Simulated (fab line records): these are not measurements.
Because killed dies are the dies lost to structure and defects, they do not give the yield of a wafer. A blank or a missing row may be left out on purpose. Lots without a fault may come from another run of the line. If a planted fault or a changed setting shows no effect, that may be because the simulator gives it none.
The same fault as seen by 2 desks	flow gf180mcu	only its own numbers are on each desk; what lay behind them is given at the end

## AT THE METROLOGY DESK
Means of the sampled wafers that have a number, per lot and without regard to the tool the lot ran on: this is what the gauges read. If a lot's mean is further than 4 standard deviations from the usual mean, the lot is out of limits and carries the mark OUT (the distance appears in the brackets).
Columns: A = STI_OXIDATION_02_THK at GF_STI_THK_MEAS_30, usual 9.95 nm
lot	first seen here	A
L502	day 2 08:59	9.92
L505	day 3 03:08	10.15
L513	day 4 17:52	9.90
L517	day 5 11:29	10.07
L522	day 6 13:16	9.96
L524	day 6 23:19	10.01
Finding of this desk: none of the 6 lots has anything out of limits.

## AT THE TOOL OWNER'S DESK: implanter-01
For each lot that ran on this tool, the mean over its sampled wafers that have a number, from the tool's own readings at GF_DNWELL_IMPLANT_07. If a lot's mean is further than 4 standard deviations from the usual mean, the lot is out of limits and carries the mark OUT (the distance appears in the brackets).
Columns: A = beamEnergyKeV at GF_DNWELL_IMPLANT_07, usual 1500.1
lot	first seen here	A
L502	day 2 21:15	1499.8
L513	day 5 07:39	1319.2 (-99 or more) OUT
L517	day 6 01:58	1320.2 (-99 or more) OUT
This desk finds L513, L517 out of limits, L513 being first, at day 5 07:39 (beamEnergyKeV at GF_DNWELL_IMPLANT_07). L502: within limits.

## PUT TOGETHER
The tool owner's desk could have raised an alarm at day 5 07:39, on L513, L517.
Nothing out of limits was seen by the metrology desk.
The metrology desk has L513, L517 on record, within its limits.
Every lot named ran GF_DNWELL_IMPLANT_07 on implanter-01.

## WHAT HAD BEEN PUT IN BY THE SIMULATOR
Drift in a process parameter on implanter-01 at GF_DNWELL_IMPLANT_07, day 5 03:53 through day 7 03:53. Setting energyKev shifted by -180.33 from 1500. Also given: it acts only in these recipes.
Struck lots among those shown: L513, L517.
How many hours passed from the start of the fault until each desk's first out-of-limits reading: the tool owner's desk, 4.
